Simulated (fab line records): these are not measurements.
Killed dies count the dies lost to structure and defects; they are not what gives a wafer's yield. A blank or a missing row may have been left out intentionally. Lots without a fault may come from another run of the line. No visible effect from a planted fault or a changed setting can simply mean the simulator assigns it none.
Comparing a struck lot with a sound one :: flow gf180mcu :: 33 out of 602 route steps
Sound: the wafers L869.1, L869.2, L869.3. Wafers L879.1, L879.3, L879.5 were the ones struck. The cause is given at the end.
Per side, at each step with rows, come the tool, then ch with its chambers, and then its first start. Under that, the readings that differ: sound wafers :: struck wafers :: difference of the means :: sigmas: that difference in standard deviations of wafers without a fault.
alike: readings with means less than 2 such deviations apart, plus words and numbers identical on both sides. not compared: withheld readings, readings lacking a value on some wafer, bounds such as >300 that could conceal the same value, and numbers that have no deviation in the record and whose values overlap.
The two part at a step that has a row with sigmas, a row that says differs or no value, or rows on one side only. Numbers that have no deviation but don't overlap get no sigmas and don't part them. A reading that every wafer of one side lacks parts them only if that side has two wafers or more.

first, 1 step without rows for these wafers: GF_HV_LDD_CVD_56 (deposits Si3N4 from DCS/NH3, target thk 90 nm, time 1543 s).
GF_HV_LDD_THK_MEAS_57:
  struck on filmMetro-02, day 17 00:04; sound on filmMetro-03, day 13 08:04
  alike: HV_LDD_CVD_56_THK
GF_HV_LDD_ETCHBACK_58: etches Si3N4 in CH3F/O2, stops on SiO2, time 100 s, target depth 90 nm.
  sound on rieDiel-03 ch 0,1,2, day 13 08:08; struck on rieDiel-03 ch 1,3, day 17 00:08
  alike: drypumpMotorCurrentA, oesProductAu, rfFwdPowerW, throttleValvePct
  not compared: rfHoursCounterH
then, 7 steps without rows for these wafers: GF_NSD_DEHYDRATE_00 (time 60 s); GF_NSD_HMDS_01 (prime time 60 s); GF_NSD_COAT_02 (resist thk 1012 nm); GF_NSD_SOFTBAKE_03 (time 60 s); GF_NSD_EXPOSE_04 (exposes mask Nplus, target cd 400 nm); GF_NSD_PEB_05; GF_NSD_DEVELOP_06 (develop time 60 s).
GF_NSD_CD_MEAS_07: the cd target is 400 nm.
  struck on cdSem-01, day 17 23:26; sound on cdSem-02, day 14 04:05
reading: cdNm (nm)
sound: 398.2 398.0 398.4
struck: 403.3 403.9 401.5
difference: +4.7
sigmas: +2
GF_NSD_OVL_MEAS_08:
  struck on overlay-01, day 17 23:34; sound on overlay-01, day 14 04:12
  alike: NSD_OVL
GF_NSD_IMPLANT_09:
  sound on implanter-04 ch 0, day 14 04:14; struck on implanter-03 ch 0, day 17 23:36
reading: beamEnergyKeV
sound: 60.011 59.991 59.972
struck: 48.329 48.298 48.309
difference: -11.679
sigmas: -99 or more

reading: model.implant.rpNm (nm)
sound: 37.27 37.27 37.27
struck: 30.37 30.37 30.37
difference: -6.90
sigmas: 

reading: model.implant.drpNm (nm)
sound: 16.15 16.15 16.15
struck: 13.71 13.71 13.71
difference: -2.44
sigmas: 
following that, these wafers have no rows for 1 step: GF_NSD_IMPLANT_10.
GF_NSD_STRIP_11: strips in O2/N2.
  sound on plasmaAsher-02 ch 0,1, day 14 04:32; struck on plasmaAsher-01 ch 0,1, day 17 23:54
reading: heaterPowerW (W)
sound: 305 312 306
struck: 322 359 354
difference: +37
sigmas: +3

reading: oesProductAu (a.u.)
sound: 0.484 0.492 0.487
struck: 0.505 0.511 0.500
difference: +0.018
sigmas: +4

reading: stripTimeToEndpointS (s)
sound: 23.08 23.06 23.09
struck: 21.55 21.54 21.55
difference: -1.53
sigmas: -36
  alike: drypumpMotorCurrentA
  not compared: rfHoursCounterH
GF_NSD_TW_MEAS_12:
  struck on filmMetro-01, day 18 00:00; sound on filmMetro-03, day 14 04:38
reading: NSD_TW
sound: 4247 4260 4265
struck: 4066 4066 4077
difference: -188
sigmas: -6
then, 7 steps without rows for these wafers: GF_PSD_DEHYDRATE_00 (time 60 s); GF_PSD_HMDS_01 (prime time 60 s); GF_PSD_COAT_02 (resist thk 1000 nm); GF_PSD_SOFTBAKE_03 (time 60 s); GF_PSD_EXPOSE_04 (exposes mask Pplus, target cd 400 nm); GF_PSD_PEB_05; GF_PSD_DEVELOP_06 (develop time 60 s).
GF_PSD_CD_MEAS_07: the cd target is 400 nm.
  struck on cdSem-02, day 18 23:02; sound on cdSem-01, day 15 01:05
reading: cdNm (nm)
sound: 402.2 401.8 402.5
struck: 396.2 397.0 395.4
difference: -6.0
sigmas: -3
GF_PSD_OVL_MEAS_08:
  struck on overlay-02, day 18 23:10; sound on overlay-01, day 15 01:13
  alike: PSD_OVL
following that, these wafers have no rows for 1 step: GF_PSD_IMPLANT_09.
GF_PSD_STRIP_10: strips in O2/N2.
  sound on plasmaAsher-04 ch 0,1, day 15 01:24; struck on plasmaAsher-04 ch 0,1, day 18 23:21
  alike: drypumpMotorCurrentA, heaterPowerW, oesProductAu, stripTimeToEndpointS
  not compared: rfHoursCounterH
GF_PSD_TW_MEAS_11:
  struck on filmMetro-01, day 18 23:27; sound on filmMetro-04, day 15 01:30
  alike: PSD_TW
then, 1 step without rows for these wafers: GF_PSD_CLEAN_12 (cleans in SC1/SC2, time 150 s).
GF_PSD_RTA_13: time 20 s.
  sound on rtpAnneal-02 ch 0, day 15 01:37; struck on rtpAnneal-02 ch 0, day 18 23:34
  alike: chamberO2Ppm, lampPowerPct, wafer_temp_C_max
GF_PSD_RS_MEAS_14: a four-point-probe measurement.
  struck on filmMetro-03, day 18 23:42; sound on filmMetro-03, day 15 01:41
reading: NSD_RS (ohm/sq)
sound: 46.28 46.37 46.31
struck: 49.60 49.60 49.68
difference: +3.31
sigmas: +30
GF_PSD_RS_MEAS_15: a four-point-probe measurement.
  struck on filmMetro-03, day 18 23:49; sound on filmMetro-03, day 15 01:49
  alike: PSD_RS
GF_PASSIVATION_PROBE_99:
  the record has rows for the sound wafers here (prober-01, day 29 18:12) and none for the struck ones

WHERE THEY PART
Earliest at GF_NSD_CD_MEAS_07; latest, in this record, at GF_PASSIVATION_PROBE_99.

WHY: the cause the simulator had injected
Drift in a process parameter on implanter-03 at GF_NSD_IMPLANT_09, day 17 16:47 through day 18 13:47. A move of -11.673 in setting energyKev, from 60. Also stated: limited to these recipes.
